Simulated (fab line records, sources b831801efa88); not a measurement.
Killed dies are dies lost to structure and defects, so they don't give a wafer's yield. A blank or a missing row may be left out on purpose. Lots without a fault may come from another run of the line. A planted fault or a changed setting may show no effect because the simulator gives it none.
fab line records | flow sky130
record lots=6 wafers=18 last_day=50
route steps=708 shown METAL1@434
lots that met no fault: from a run of the same line without faults
start_h: hours from the record's first day to the start of the lot's first wafer shown | wait_h: hours since the lot's step before | " the same as in the row above | L1.1+2: a row that stands for several wafers | - no value, or no start given | * or withheld: withheld | < > ~ a bound
route shown NAME@n: a module of which the file shows steps, and the number in the route of the first | usual: mean/standard deviation of fault-free wafers | same: alike in all rows | chamber/n: place in a boat | sites: the reading at each site | _std_site: their standard deviation | _edge_site: outer sites' mean less inner sites' | radius_mm: how far each site lies from the wafer's centre | mask NAME#n: copy n | behind: the tool/chamber that last shaped the wafer | hold: why the lot was held/for how many hours/how that ended | device: the transistor (n, p or np) that didn't switch | end of line: the same wafers' tests at the end of the route | a step without rows: its recipe alone | killed: dies lost to structure and defects at the first sort, not the wafer's yield | map: a wafer's dies, x killed, . not, _ none there
set.NAME: the setting as run; set.NAME@STEP: as run at that earlier step | model.NAME: the simulator's own value behind a step, which no gauge read
lots at some steps of the route; a table a step, a row a wafer
services: from which hour (start_h, from the record's first day; less than 0 if before it) a tool's chamber was out of use, for how many hours, and why
## steps
# step SKY_METAL1_SPUTTER_00
# recipe material=Ti target_thk_nm=15 power_w=3000 time_s=10 chamber_pressure_pa=0.4
# usual throttle_valve_pct=29.9/0.91
# columns lot.wafer tool chamber start_h wait_h throttle_valve_pct
L154.3 pvd_sputter-02 - 724.38 0.1 28.8
L154.5 " - " " 29.9
L154.6 " - " " 29.4
L165.1 pvd_sputter-04 - 820.63 0.1 31.6
L165.2 " - " " 30.2
L165.3 " - " " 29.9
L167.1 pvd_sputter-04 - 846.96 0.2 31.5
L167.4 " - " " 29.9
L167.6 " - " " 29.9
L172.1 pvd_sputter-01 - 884.47 0.1 28.1
L172.5 " - " " 29.3
L172.6 " - " " 30.9
L173.1 pvd_sputter-01 - 892.37 0.1 28.0
L173.3 " - " " 30.4
L173.5 " - " " 28.4
L176.1 pvd_sputter-02 - 902.96 0.2 29.6
L176.3 " - " " 30.9
L176.6 " - " " 30.8
# step SKY_METAL1_SPUTTER_01
# recipe material=TiN target_thk_nm=20 power_w=6500 time_s=16.7 chamber_pressure_pa=0.4
# usual throttle_valve_pct=30.0/0.91
# columns lot.wafer tool chamber start_h wait_h throttle_valve_pct
L154.3 pvd_sputter-02 - 724.40 0.0 28.8
L154.5 " - " " 30.0
L154.6 " - " " 29.6
L165.1 pvd_sputter-04 - 820.65 0.0 31.3
L165.2 " - " " 30.1
L165.3 " - " " 30.1
L167.1 pvd_sputter-04 - 846.98 0.0 31.4
L167.4 " - " " 30.3
L167.6 " - " " 30.2
L172.1 pvd_sputter-01 - 884.50 0.0 28.0
L172.5 " - " " 29.0
L172.6 " - " " 30.8
L173.1 pvd_sputter-01 - 892.40 0.0 28.2
L173.3 " - " " 30.4
L173.5 " - " " 28.2
L176.1 pvd_sputter-02 - 902.98 0.0 29.6
L176.3 " - " " 30.9
L176.6 " - " " 31.1
# step SKY_METAL1_SPUTTER_02
# recipe material=AlCu target_thk_nm=250 power_w=10600 time_s=13.3 chamber_pressure_pa=0.4
# usual throttle_valve_pct=29.9/0.88
# columns lot.wafer tool chamber start_h wait_h throttle_valve_pct
L154.3 pvd_sputter-02 - 724.43 0.0 28.8
L154.5 " - " " 29.8
L154.6 " - " " 29.9
L165.1 pvd_sputter-04 - 820.68 0.0 31.6
L165.2 " - " " 29.7
L165.3 " - " " 30.0
L167.1 pvd_sputter-04 - 847.01 0.0 31.1
L167.4 " - " " 30.0
L167.6 " - " " 30.0
L172.1 pvd_sputter-01 - 884.52 0.0 28.0
L172.5 " - " " 29.2
L172.6 " - " " 30.7
L173.1 pvd_sputter-01 - 892.42 0.0 28.1
L173.3 " - " " 30.2
L173.5 " - " " 28.0
L176.1 pvd_sputter-02 - 903.00 0.0 29.6
L176.3 " - " " 30.9
L176.6 " - " " 30.8
# step SKY_METAL1_SPUTTER_03
# recipe material=Ti target_thk_nm=5 power_w=3000 time_s=3.3 chamber_pressure_pa=0.4
# usual throttle_valve_pct=29.9/0.9
# columns lot.wafer tool chamber start_h wait_h throttle_valve_pct
L154.3 pvd_sputter-02 - 724.45 0.0 28.7
L154.5 " - " " 29.9
L154.6 " - " " 29.4
L165.1 pvd_sputter-04 - 820.70 0.0 31.3
L165.2 " - " " 29.7
L165.3 " - " " 29.9
L167.1 pvd_sputter-04 - 847.03 0.0 31.7
L167.4 " - " " 29.8
L167.6 " - " " 30.0
L172.1 pvd_sputter-01 - 884.55 0.0 27.9
L172.5 " - " " 29.2
L172.6 " - " " 30.7
L173.1 pvd_sputter-01 - 892.45 0.0 28.3
L173.3 " - " " 30.5
L173.5 " - " " 28.1
L176.1 pvd_sputter-02 - 903.03 0.0 29.3
L176.3 " - " " 31.0
L176.6 " - " " 30.9
# step SKY_METAL1_SPUTTER_04
# recipe material=TiN target_thk_nm=70 power_w=6500 time_s=58.3 chamber_pressure_pa=0.4
# usual throttle_valve_pct=29.9/0.91
# columns lot.wafer tool chamber start_h wait_h throttle_valve_pct
L154.3 pvd_sputter-02 - 724.47 0.0 28.8
L154.5 " - " " 29.8
L154.6 " - " " 29.6
L165.1 pvd_sputter-04 - 820.72 0.0 31.5
L165.2 " - " " 29.7
L165.3 " - " " 30.0
L167.1 pvd_sputter-04 - 847.05 0.0 31.6
L167.4 " - " " 30.3
L167.6 " - " " 29.7
L172.1 pvd_sputter-01 - 884.56 0.0 27.9
L172.5 " - " " 29.1
L172.6 " - " " 30.8
L173.1 pvd_sputter-01 - 892.46 0.0 28.2
L173.3 " - " " 30.3
L173.5 " - " " 28.2
L176.1 pvd_sputter-02 - 903.05 0.0 29.8
L176.3 " - " " 30.9
L176.6 " - " " 30.8
# step SKY_METAL1_RS_MEAS_05
# recipe thk_meas_gauge=four-point-probe reads=TiN_of_METAL1_SPUTTER_04+Ti_of_METAL1_SPUTTER_03+AlCu_of_METAL1_SPUTTER_02+TiN_of_METAL1_SPUTTER_01+Ti_of_METAL1_SPUTTER_00
# usual METAL1_ALCU_RS=0.1266/0.0015
# columns lot.wafer tool chamber start_h wait_h METAL1_ALCU_RS[ohm/sq]
L154.3 film_metro-04 - 724.56 0.1 0.1282
L154.5 " - " " 0.1275
L154.6 " - " " 0.1277
L165.1 film_metro-01 - 820.77 0.0 0.1279
L165.2 " - " " 0.1283
L165.3 " - " " 0.1271
L167.1 film_metro-03 - 847.10 0.0 0.1267
L167.4 " - " " 0.1273
L167.6 " - " " 0.1273
L172.1 film_metro-03 - 884.61 0.0 0.1256
L172.5 " - " " 0.1251
L172.6 " - " " 0.1243
L173.1 film_metro-01 - 892.51 0.0 0.1278
L173.3 " - " " 0.1281
L173.5 " - " " 0.1272
L176.1 film_metro-04 - 903.10 0.0 0.1257
L176.3 " - " " 0.1253
L176.6 " - " " 0.1259
# step SKY_METAL1_THK_MEAS_06
# recipe thk_meas_gauge=xrf reads=AlCu_of_METAL1_SPUTTER_02
# usual METAL1_ALCU_THK=249.5/3
# columns lot.wafer tool chamber start_h wait_h METAL1_ALCU_THK[nm]
L154.3 film_metro-04 - 724.66 0.1 245.8
L154.5 " - " " 248.2
L154.6 " - " " 247.5
L165.1 film_metro-01 - 820.89 0.1 249.1
L165.2 " - " " 248.5
L165.3 " - " " 247.0
L167.1 film_metro-03 - 847.22 0.1 247.6
L167.4 " - " " 246.8
L167.6 " - " " 246.6
L172.1 film_metro-03 - 884.73 0.1 251.3
L172.5 " - " " 250.9
L172.6 " - " " 251.1
L173.1 film_metro-01 - 892.63 0.1 245.6
L173.3 " - " " 245.3
L173.5 " - " " 249.9
L176.1 film_metro-04 - 903.22 0.1 252.6
L176.3 " - " " 251.5
L176.6 " - " " 251.0
# step SKY_METAL1_DEHYDRATE_07
# recipe temp_c=200 time_s=60
# step SKY_METAL1_HMDS_08
# recipe prime_time_s=60 prime_temp_c=120
# step SKY_METAL1_COAT_09
# recipe resist=BARC temp_c=withheld time_s=withheld spin_rpm=3000 resist_thk_nm=60
# step SKY_METAL1_COAT_10
# recipe resist=KrF-thick spin_rpm=3000 resist_thk_nm=450
# step SKY_METAL1_SOFTBAKE_11
# recipe temp_c=100 time_s=90 resist=KrF-thick
# step SKY_METAL1_EXPOSE_12
# recipe mask_id=MM1 na=0.8 source_shape=annular sigma_inner=0.55 sigma_outer=0.85 target_cd_nm=140 dose_mj=28
# usual exposure_dose_mJ_cm2=27.93/0.031 focus_offset_nm=0.1/0.59
# columns lot.wafer tool chamber start_h wait_h mask exposure_dose_mJ_cm2 focus_offset_nm
L154.3 krf_scanner-01 0 737.81 - MM1#0 27.95 -0.5
L154.5 " 0 " " MM1#0 27.92 0.0
L154.6 " 0 " " MM1#0 27.95 -0.6
L165.1 krf_scanner-01 - 834.27 - MM1#0 - -
L165.2 " - " " MM1#0 - -
L165.3 " - " " MM1#0 - -
L167.1 krf_scanner-02 - 859.93 - MM1#0 - -
L167.4 " - " " MM1#0 - -
L167.6 " - " " MM1#0 - -
L172.1 krf_scanner-01 0 897.82 - MM1#0 27.91 0.8
L172.5 " 0 " " MM1#0 27.89 1.3
L172.6 " 0 " " MM1#0 27.90 0.6
L173.1 krf_scanner-02 0 905.20 - MM1#0 27.92 -0.8
L173.3 " 0 " " MM1#0 27.92 0.4
L173.5 " 0 " " MM1#0 27.90 -0.7
L176.1 krf_scanner-02 0 915.73 - MM1#0 27.94 -0.1
L176.3 " 0 " " MM1#0 27.97 -1.0
L176.6 " 0 " " MM1#0 27.90 0.2
# step SKY_METAL1_PEB_13
# recipe peb_temp_c=withheld peb_time_s=withheld resist=KrF-thick
## services
# columns tool chamber start_h hours kind
krf_scanner-01 0 719.45 - calibration
krf_scanner-02 - 722.01 1.3 pm
pvd_sputter-01 - 757.68 1.0 repair
krf_scanner-01 - 766.19 1.3 pm
krf_scanner-02 0 766.56 - calibration
krf_scanner-02 - 796.94 0.4 repair
krf_scanner-01 - 817.31 1.0 pm
krf_scanner-02 - 834.07 1.0 pm
pvd_sputter-04 - 836.24 1.1 repair
pvd_sputter-04 - 836.92 3.8 repair
krf_scanner-01 - 840.35 0.8 pm
krf_scanner-02 - 845.53 0.8 pm
krf_scanner-01 - 866.56 5.3 repair
krf_scanner-01 - 876.09 3.6 pm
krf_scanner-01 0 881.60 - calibration
krf_scanner-01 - 882.98 4.4 pm
pvd_sputter-04 - 888.54 1.1 repair
krf_scanner-02 - 897.92 1.3 pm
## key
first_sign step=SKY_METAL1_EXPOSE_12 reading=tool_record direction=missing
effect none on later readings
met_at SKY_METAL1_EXPOSE_12
struck_wafers L165.1,L165.2,L165.3,L167.1,L167.4,L167.6
later_rows_left_out L165.1,L165.2,L165.3,L167.1,L167.4,L167.6
sort_left_out L165.1,L165.2,L165.3,L167.1,L167.4,L167.6
onset_between 737.81 834.27
fault kind=skipped_step_whole tool=krf_scanner-01,krf_scanner-02 chamber=- onset_h=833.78 steps=SKY_METAL1_EXPOSE_12 scope=struck_lots_only
# sort_left_out: the simulated sort isn't trusted on such a fault, so these wafers' sort isn't shown, and their yield isn't known
# later_rows_left_out: the simulator's readings of these wafers behind a module that went badly wrong aren't trusted and aren't shown, but for the sort
